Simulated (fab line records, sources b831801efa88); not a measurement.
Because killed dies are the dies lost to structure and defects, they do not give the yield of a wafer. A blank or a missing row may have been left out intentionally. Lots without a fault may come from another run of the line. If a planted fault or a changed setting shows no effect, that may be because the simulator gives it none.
fab line records	flow sky130
record lots=6	wafers=18	last_day=47
route steps=708 shown LDD_P@263 LDD_HVN@267 LDD_HVP@278 PAD_OPEN@708
lots untouched by any fault: they come from a run of this same line in which no faults occurred
start_h: start of the lot's first displayed wafer, in hours after the record's first day	wait_h: how many hours have passed since the lot's step before this one	" identical to the entry in the row above	L1.1+2: a single row standing in for several wafers	- no value, or no start given	* or withheld: withheld	< > ~ a bound
route shown NAME@n: names a module that has steps shown in the file, with the first one's number in the route	usual: mean/standard deviation taken from wafers without a fault	same: alike in all rows	chamber/n: place in a boat	sites: each site's reading	_std_site: standard deviation of those values	_edge_site: the outer-site mean with the inner-site mean subtracted	radius_mm: how far each site lies from the wafer's centre	mask NAME#n: copy n	behind: the most recent tool/chamber to have shaped the wafer	hold: why the lot went on hold/how many hours it stayed there/how the hold came to an end	device: names the non-switching transistor (n, p or np)	end of line: at the end of the route, the tests of the same wafers	step lacking rows: just its recipe	killed: dies that structure and defects cost at the first sort, which is not the same as the wafer's yield	map: the dies of a wafer, with x for killed, . for not killed, _ for no die there
set.NAME: the setting the step ran with; set.NAME@STEP: the setting that earlier step ran with	model.NAME: the simulator's own value behind a step, which no gauge read
lots at some steps of the route; a table a step, a row a wafer
services: a tool's chamber out of use, with start hour (start_h, from the record's first day; less than 0 if before it), hours out, and reason
## steps
# step SKY_LDD_P_OVL_MEAS_08
# usual LDD_P_OVL=-0.4/1.4
lot.wafer	tool	chamber	start_h	wait_h	LDD_P_OVL[nm]
L802.4	overlay-01	-	462.38	0.1	1.2
L802.5	"	-	"	"	0.7
L802.6	"	-	"	"	0.1
L804.2	overlay-02	-	477.87	0.1	0.7
L804.4	"	-	"	"	0.2
L804.5	"	-	"	"	-0.5
L806.3	overlay-01	-	507.63	0.1	-0.3
L806.4	"	-	"	"	-0.5
L806.6	"	-	"	"	-0.5
L808.2	overlay-02	-	519.59	0.1	2.3
L808.3	"	-	"	"	1.4
L808.5	"	-	"	"	2.0
L809.3	overlay-02	-	525.04	0.1	-2.4
L809.5	"	-	"	"	-1.7
L809.6	"	-	"	"	-1.4
L810.1	overlay-01	-	533.98	0.1	0.7
L810.2	"	-	"	"	-0.8
L810.5	"	-	"	"	1.2
# step SKY_LDD_P_IMPLANT_09
# recipe species=BF2	energy_kev=25	dose_cm2=1e+13	tilt_deg=withheld
# step SKY_LDD_P_STRIP_10
# recipe chemistry=O2/N2	power_w=1400	pressure_mtorr=1500	platen_temp_c=withheld	o2_flow_sccm=3000	n2_flow_sccm=300	overash_fraction=0.5
# usual drypump_motor_current_A=5.5/0.56	o2_flow_sccm=2999/9.5	oes_product_au=0.716/0.0045	strip_time_to_endpoint_s=14.35/0.037
lot.wafer	tool	chamber	start_h	wait_h	drypump_motor_current_A	o2_flow_sccm	oes_product_au	rf_hours_counter_h	strip_time_to_endpoint_s
L802.4	plasma_asher-04	1	462.58	0.1	5.4	2979	0.718	-	14.33
L802.5	"	1	"	"	5.4	3003	0.724	-	14.30
L802.6	"	0	"	"	6.4	3004	0.711	-	14.34
L804.2	plasma_asher-01	0	478.05	0.1	5.0	2987	0.715	4	14.35
L804.4	"	0	"	"	5.0	2990	0.724	-	14.31
L804.5	"	0	"	"	5.0	2976	0.721	-	14.36
L806.3	plasma_asher-04	1	507.83	0.1	5.5	3001	0.714	-	14.39
L806.4	"	0	"	"	6.3	2991	0.717	-	14.38
L806.6	"	1	"	"	5.5	3000	0.724	-	14.36
L808.2	plasma_asher-03	0	519.77	0.1	5.7	3010	0.714	40	14.33
L808.3	"	1	"	"	4.7	3004	0.729	-	14.36
L808.5	"	0	"	"	5.7	3022	0.717	-	14.37
L809.3	plasma_asher-03	1	525.25	0.1	4.7	2991	0.715	-	14.39
L809.5	"	0	"	"	5.7	2994	0.723	-	14.32
L809.6	"	1	"	"	4.7	3005	0.709	-	14.35
L810.1	plasma_asher-01	1	534.17	0.1	5.5	3010	0.722	10	14.38
L810.2	"	0	"	"	4.9	3006	0.726	10	14.34
L810.5	"	1	"	"	5.5	2997	0.713	-	14.35
# step SKY_LDD_P_TW_MEAS_11
# usual LDD_P_TW=637/7.4
lot.wafer	tool	chamber	start_h	wait_h	LDD_P_TW
L802.4	film_metro-01	-	462.68	0.1	633
L802.5	"	-	"	"	633
L802.6	"	-	"	"	634
L804.2	film_metro-02	-	478.16	0.1	650
L804.4	"	-	"	"	650
L804.5	"	-	"	"	648
L806.3	film_metro-02	-	507.92	0.1	646
L806.4	"	-	"	"	645
L806.6	"	-	"	"	646
L808.2	film_metro-01	-	519.88	0.1	635
L808.3	"	-	"	"	634
L808.5	"	-	"	"	634
L809.3	film_metro-01	-	525.34	0.1	635
L809.5	"	-	"	"	636
L809.6	"	-	"	"	634
L810.1	film_metro-03	-	534.27	0.1	632
L810.2	"	-	"	"	633
L810.5	"	-	"	"	635
# step SKY_LDD_HVN_DEHYDRATE_00
# recipe temp_c=200	time_s=60
# step SKY_LDD_HVN_HMDS_01
# recipe prime_time_s=60	prime_temp_c=120
# step SKY_LDD_HVN_COAT_02
# recipe resist=NOVOLAK	spin_rpm=3000	resist_thk_nm=300
# step SKY_LDD_HVN_SOFTBAKE_03
# recipe temp_c=90	time_s=60	resist=NOVOLAK
# step SKY_LDD_HVN_EXPOSE_04
# recipe mask_id=HVNTM	na=0.6	source_shape=conventional	sigma_outer=0.6	polarization=unpolarized	target_cd_nm=700	dose_mj=127
# step SKY_LDD_HVN_PEB_05
# recipe temp_c=withheld	time_s=*	resist=NOVOLAK
# step SKY_LDD_HVN_DEVELOP_06
# recipe resist=NOVOLAK	developer=TMAH	develop_time_s=60	dev_temp_c=23
# step SKY_LDD_HVN_OVL_MEAS_07
# usual LDD_HVN_OVL=0.3/1.5
lot.wafer	tool	chamber	start_h	wait_h	LDD_HVN_OVL[nm]
L802.4	overlay-01	-	492.73	0.1	2.1
L802.5	"	-	"	"	3.3
L802.6	"	-	"	"	1.8
L804.2	overlay-02	-	508.57	0.1	-0.6
L804.4	"	-	"	"	-0.3
L804.5	"	-	"	"	-0.9
L806.3	overlay-02	-	538.07	0.1	-1.2
L806.4	"	-	"	"	-1.3
L806.6	"	-	"	"	-0.7
L808.2	overlay-02	-	549.67	0.1	-0.1
L808.3	"	-	"	"	-0.8
L808.5	"	-	"	"	0.0
L809.3	overlay-01	-	554.97	0.1	-1.6
L809.5	"	-	"	"	-3.2
L809.6	"	-	"	"	-2.9
L810.1	overlay-01	-	563.76	0.1	-2.1
L810.2	"	-	"	"	-1.2
L810.5	"	-	"	"	0.3
# step SKY_LDD_HVN_IMPLANT_08
# recipe species=P	energy_kev=60	dose_cm2=3e+13	tilt_deg=40
lot.wafer	tool	chamber	start_h	wait_h
L802.4+5+6	implanter-04	0	492.82	0.1
L804.2+4+5	implanter-01	0	508.62	0.0
L806.3+4+6	implanter-04	0	538.15	0.1
L808.2+3+5	implanter-04	0	549.72	0.0
L809.3+5+6	implanter-01	0	555.05	0.1
L809.3+5+6	implanter-01	0	555.36	0.3
L810.1+2+5	implanter-02	0	563.80	0.0
L810.1+2+5	implanter-02	0	564.11	0.3
# step SKY_LDD_HVN_STRIP_09
# recipe chemistry=O2/N2	power_w=1400	pressure_mtorr=1500	platen_temp_c=withheld	o2_flow_sccm=3000	n2_flow_sccm=300	overash_fraction=0.5
# usual drypump_motor_current_A=5.5/0.5	o2_flow_sccm=3001/8.2	oes_product_au=0.409/0.0048	strip_time_to_endpoint_s=4.133/0.016
lot.wafer	tool	chamber	start_h	wait_h	drypump_motor_current_A	o2_flow_sccm	oes_product_au	rf_hours_counter_h	strip_time_to_endpoint_s
L802.4	plasma_asher-02	0	492.93	0.1	6.2	2990	0.412	-	4.133
L802.5	"	0	"	"	6.2	2999	0.410	-	4.141
L802.6	"	1	"	"	5.8	2985	0.413	-	4.155
L804.2	plasma_asher-02	1	508.75	0.1	5.8	2995	0.419	84	4.147
L804.4	"	0	"	"	6.2	2990	0.409	-	4.142
L804.5	"	0	"	"	6.2	2986	0.423	-	4.141
L806.3	plasma_asher-03	0	538.28	0.1	5.7	3000	0.405	-	4.124
L806.4	"	1	"	"	4.6	3006	0.404	-	4.123
L806.6	"	1	"	"	4.6	3008	0.409	-	4.102
L808.2	plasma_asher-01	1	549.85	0.1	5.5	3009	0.417	12	4.154
L808.3	"	0	"	"	4.9	2995	0.412	-	4.150
L808.5	"	0	"	"	4.9	3005	0.419	-	4.149
L809.3	plasma_asher-01	1	555.50	0.1	5.5	3000	0.414	-	4.137
L809.5	"	0	"	"	4.9	2998	0.408	-	4.119
L809.6	"	1	"	"	5.5	2997	0.409	-	4.141
L810.1	plasma_asher-03	1	564.26	0.1	4.7	3012	0.413	45	4.137
L810.2	"	0	"	"	5.7	3006	0.410	45	4.159
L810.5	"	1	"	"	4.6	3003	0.416	-	4.139
# step SKY_LDD_HVN_TW_MEAS_10
# usual LDD_HVN_TW=1450/16
lot.wafer	tool	chamber	start_h	wait_h	LDD_HVN_TW
L802.4	film_metro-01	-	493.03	0.1	1425
L802.5	"	-	"	"	1430
L802.6	"	-	"	"	1432
L804.2	film_metro-04	-	508.86	0.1	1447
L804.4	"	-	"	"	1443
L804.5	"	-	"	"	1440
L806.3	film_metro-02	-	538.37	0.1	1475
L806.4	"	-	"	"	1472
L806.6	"	-	"	"	1479
L808.2	film_metro-02	-	549.96	0.1	1475
L808.3	"	-	"	"	1470
L808.5	"	-	"	"	1461
L809.3	film_metro-04	-	555.58	0.1	1806
L809.5	"	-	"	"	1807
L809.6	"	-	"	"	1803
L809.3	film_metro-04	-	555.81	0.2	1803
L809.5	"	-	"	"	1804
L809.6	"	-	"	"	1808
L810.1	film_metro-04	-	564.36	0.1	1809
L810.2	"	-	"	"	1817
L810.5	"	-	"	"	1814
L810.1	film_metro-04	-	564.59	0.2	1794
L810.2	"	-	"	"	1802
L810.5	"	-	"	"	1803
# step SKY_LDD_HVP_DEHYDRATE_00
# recipe temp_c=200	time_s=60
# step SKY_PAD_OPEN_PROBE_99
# usual killed_at_M0_to_M3=43/6.9	killed_at_M4_up=3.2/2	killed_at_contacts=25/5.1	killed_at_front_end=15/4.5	killed_at_other=0.2/0.51	killed_dies=85/9.5	killed_open=48/6.9	killed_short=38/6.7
# same gross_dies=492	killed_at_back_side=0
lot.wafer	tool	chamber	start_h	wait_h	killed_at_M0_to_M3	killed_at_M4_up	killed_at_contacts	killed_at_front_end	killed_at_other	killed_dies	killed_open	killed_short	model.etest.tip_n_5v.rs_ohm_sq	model.etest.nfet_g5v0d10v5.r_on_ohm_um	model.etest.nfet_g5v0d10v5.drive_ua_um	model.etest.nfet_05v0_nvt.drive_ua_um	model.etest.tip_n_5v.rs_ohm_sq_range	model.etest.res_ndiff_hv.rs_ohm_sq	model.etest.ring_5v.delay_ps	model.etest.nfet_05v0_nvt.off_log10_a_um
L802.4	prober-01	-	1094.10	0.2	35	4	22	11	0	72	38	34	1396	1877	609.3	576.6	34.22	112.7	44.43	-10.72
L802.5	prober-01	-	1094.15	0.2	50	5	25	12	0	92	42	50	1389	1893	599.3	573.7	11.47	113.2	44.7	-10.9
L802.6	prober-01	-	1094.20	0.2	44	2	28	20	1	95	49	46	1401	1896	602	571	18.79	113.3	44.59	-10.9
L804.2	prober-01	-	1101.44	0.1	49	2	36	15	0	102	54	48	1416	1870	610.2	580	43	113.6	44.29	-10.9
L804.4	prober-01	-	1101.54	0.2	45	3	30	11	0	89	48	41	1408	1856	605.4	574.3	19.64	114.2	44.61	-11.04
L804.5	prober-01	-	1101.59	0.2	45	5	25	4	1	80	49	31	1391	1854	604.9	574.2	29.46	113.5	44.4	-11.11
L806.3	prober-01	-	1123.11	0.2	47	2	27	18	0	94	59	35	1402	1938	582.5	553	33.27	115.8	44.59	-11.02
L806.4	prober-01	-	1123.16	0.2	46	3	24	11	0	84	48	36	1388	1915	588.6	559.3	45.53	115.5	44.24	-10.96
L806.6	prober-01	-	1123.26	0.2	53	1	15	19	0	88	49	39	1387	1901	582.7	554.6	35.55	115.1	44.76	-11.04
L808.2	prober-01	-	1129.71	0.1	38	4	29	18	0	89	47	42	1359	1838	622	596.5	40.1	112.2	43.7	-10.64
L808.3	prober-01	-	1129.76	0.2	39	3	31	13	0	86	45	41	1366	1876	609.1	582.4	24.77	113	44.15	-10.61
L808.5	prober-01	-	1129.86	0.2	32	2	28	20	0	82	43	39	1370	1865	602.5	586.1	28.65	112.3	44.74	-10.92
L809.3	prober-02	-	1132.32	0.2	49	2	21	9	0	81	40	41	835.1	1719	650.1	598.9	19.16	112	42.93	-10.69
L809.5	prober-02	-	1132.42	0.2	42	1	29	14	0	86	51	35	843.4	1725	659	599.1	29.86	112.2	43.01	-10.57
L809.6	prober-02	-	1132.47	0.2	45	3	29	16	1	94	49	45	847	1741	652.9	598.6	28.54	111.7	42.85	-10.6
L810.1	prober-01	-	1139.34	0.1	50	3	29	20	0	102	62	40	855.6	1707	658.9	599.1	22.32	110.8	43.17	-10.7
L810.2	prober-01	-	1139.39	0.1	45	9	18	22	0	94	48	46	846.1	1691	664.9	604.8	18.03	110.2	42.81	-10.84
L810.5	prober-01	-	1139.54	0.2	60	4	33	22	0	119	71	48	841.6	1706	668.7	603.5	14.91	109.7	42.97	-10.77
# killed by level:class
L802.4 LI_CONTACT:geometric_particle:open=8 VIA1:geometric_particle:open=7 CONTACT:geometric_particle:open=5 VIA2:geometric_particle:open=5 POLY_GATE:geometric_particle:open=4 CONTACT:geometric_particle:short=4 METAL3:geometric_particle:short=4 VIA1:geometric_particle:short=4
L802.5 METAL1:geometric_particle:short=10 VIA2:geometric_particle:open=9 CONTACT:geometric_particle:open=8 VIA1:geometric_particle:open=8 LOCAL_INTERCONNECT:geometric_particle:short=7 VIA3:geometric_particle:open=5 LI_CONTACT:geometric_particle:open=5 VIA3:geometric_particle:short=5
L802.6 VIA1:geometric_particle:open=12 CONTACT:geometric_particle:open=11 LI_CONTACT:geometric_particle:open=8 METAL1:geometric_particle:short=7 METAL2:geometric_particle:short=7 POLY_GATE:geometric_particle:short=6 LI_CONTACT:geometric_particle:short=6 FIELD_ISO:geometric_particle:short=4
L804.2 CONTACT:geometric_particle:open=11 LI_CONTACT:geometric_particle:open=10 VIA1:geometric_particle:open=8 VIA2:geometric_particle:open=8 CONTACT:geometric_particle:short=7 METAL1:geometric_particle:short=7 METAL3:geometric_particle:short=6 METAL2:geometric_particle:short=5
L804.4 VIA1:geometric_particle:open=8 VIA3:geometric_particle:open=8 LI_CONTACT:geometric_particle:open=8 LOCAL_INTERCONNECT:geometric_particle:short=7 CONTACT:geometric_particle:open=7 CONTACT:geometric_particle:short=5 VIA1:geometric_particle:short=5 VIA2:geometric_particle:open=5
L804.5 VIA1:geometric_particle:open=16 CONTACT:geometric_particle:open=10 VIA2:geometric_particle:open=7 LI_CONTACT:geometric_particle:open=5 VIA3:geometric_particle:open=5 LOCAL_INTERCONNECT:geometric_particle:short=4 CONTACT:geometric_particle:short=4 VIA1:geometric_particle:short=3
L806.3 VIA1:geometric_particle:open=13 LI_CONTACT:geometric_particle:open=9 CONTACT:geometric_particle:open=9 POLY_GATE:geometric_particle:open=6 VIA2:geometric_particle:open=6 FIELD_ISO:geometric_particle:open=5 VIA3:geometric_particle:open=5 LOCAL_INTERCONNECT:geometric_particle:short=4
L806.4 VIA1:geometric_particle:open=10 VIA3:geometric_particle:open=9 CONTACT:geometric_particle:open=8 LI_CONTACT:geometric_particle:open=8 CONTACT:geometric_particle:short=7 METAL1:geometric_particle:short=6 VIA2:geometric_particle:open=6 VIA1:geometric_particle:short=4
L806.6 VIA3:geometric_particle:open=12 CONTACT:geometric_particle:open=9 METAL2:geometric_particle:short=9 VIA1:geometric_particle:open=8 FIELD_ISO:geometric_particle:short=7 METAL1:geometric_particle:short=6 VIA2:geometric_particle:open=6 FIELD_ISO:geometric_particle:open=4
L808.2 CONTACT:geometric_particle:open=10 METAL1:geometric_particle:short=9 VIA1:geometric_particle:open=9 LI_CONTACT:geometric_particle:open=8 POLY_GATE:geometric_particle:short=5 CONTACT:geometric_particle:short=5 FIELD_ISO:geometric_particle:open=4 POLY_GATE:geometric_particle:open=4
L808.3 CONTACT:geometric_particle:short=10 CONTACT:geometric_particle:open=9 VIA3:geometric_particle:open=9 VIA2:geometric_particle:open=8 VIA1:geometric_particle:open=7 LI_CONTACT:geometric_particle:open=5 METAL1:geometric_particle:short=5 LOCAL_INTERCONNECT:geometric_particle:short=4
L808.5 CONTACT:geometric_particle:open=9 LI_CONTACT:geometric_particle:open=8 VIA1:geometric_particle:open=7 FIELD_ISO:geometric_particle:short=4 FIELD_ISO:geometric_particle:open=4 LOCAL_INTERCONNECT:geometric_particle:short=4 METAL2:geometric_particle:short=4 VIA3:geometric_particle:short=4
L809.3 VIA1:geometric_particle:open=10 METAL1:geometric_particle:short=8 CONTACT:geometric_particle:open=8 VIA3:geometric_particle:open=8 VIA1:geometric_particle:short=6 METAL2:geometric_particle:short=6 LI_CONTACT:geometric_particle:open=4 LOCAL_INTERCONNECT:geometric_particle:short=4
L809.5 VIA1:geometric_particle:open=10 CONTACT:geometric_particle:open=10 LI_CONTACT:geometric_particle:open=7 CONTACT:geometric_particle:short=6 VIA1:geometric_particle:short=6 VIA2:geometric_particle:open=6 POLY_GATE:geometric_particle:open=5 VIA3:geometric_particle:open=5
L809.6 METAL2:geometric_particle:short=9 LI_CONTACT:geometric_particle:open=8 VIA1:geometric_particle:open=8 CONTACT:geometric_particle:open=7 FIELD_ISO:geometric_particle:open=6 LOCAL_INTERCONNECT:geometric_particle:short=6 VIA3:geometric_particle:open=6 CONTACT:geometric_particle:short=5
L810.1 VIA1:geometric_particle:open=15 LI_CONTACT:geometric_particle:open=10 CONTACT:geometric_particle:open=8 METAL2:geometric_particle:short=8 VIA2:geometric_particle:open=8 FIELD_ISO:geometric_particle:open=6 POLY_GATE:geometric_particle:short=6 LOCAL_INTERCONNECT:geometric_particle:short=5
L810.2 VIA2:geometric_particle:open=8 METAL2:geometric_particle:short=8 VIA1:geometric_particle:open=8 FIELD_ISO:geometric_particle:short=7 POLY_GATE:geometric_particle:open=7 METAL4:geometric_particle:short=7 VIA3:geometric_particle:open=6 CONTACT:geometric_particle:open=6
L810.5 CONTACT:geometric_particle:open=15 VIA1:geometric_particle:open=13 VIA2:geometric_particle:open=11 LI_CONTACT:geometric_particle:open=7 VIA1:geometric_particle:short=7 VIA3:geometric_particle:short=7 FIELD_ISO:geometric_particle:open=6 METAL3:geometric_particle:short=6
## services
tool	chamber	start_h	hours	kind
plasma_asher-03	-	463.79	1.7	repair
implanter-04	-	469.93	3.1	repair
plasma_asher-03	-	471.92	1.0	repair
plasma_asher-04	-	490.14	3.5	repair
implanter-01	-	492.68	4.7	pm
plasma_asher-03	-	496.46	1.6	repair
plasma_asher-01	-	518.74	0.4	repair
implanter-01	-	535.63	1.9	repair
## key
first_sign step=SKY_LDD_HVN_IMPLANT_08	reading=visit	direction=added
effect step=SKY_LDD_HVN_TW_MEAS_10	reading=visit	direction=added
effect step=SKY_LDD_HVN_TW_MEAS_10	reading=LDD_HVN_TW	direction=up	sigmas=22	usual=1450	struck=1809
model_effect step=SKY_PAD_OPEN_PROBE_99	value=etest.tip_n_5v.rs_ohm_sq	without=1395	struck=844.8
met_at SKY_LDD_HVN_IMPLANT_08
struck_wafers L809.3,L809.5,L809.6,L810.1,L810.2,L810.5
tester_left_out L809,L810
fault kind=repeated_step_whole	tool=implanter-01,implanter-02,implanter-04	chamber=-	onset_h=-	steps=SKY_LDD_HVN_IMPLANT_08	times=1	scope=struck_lots_only
# tester_left_out: of these lots the tester's yield and bins aren't shown, on N5 and GAA mostly nor the transistor test; their killed dies are dies lost to structure and defects alone, not to doping, threshold or leakage, so they don't give the yield
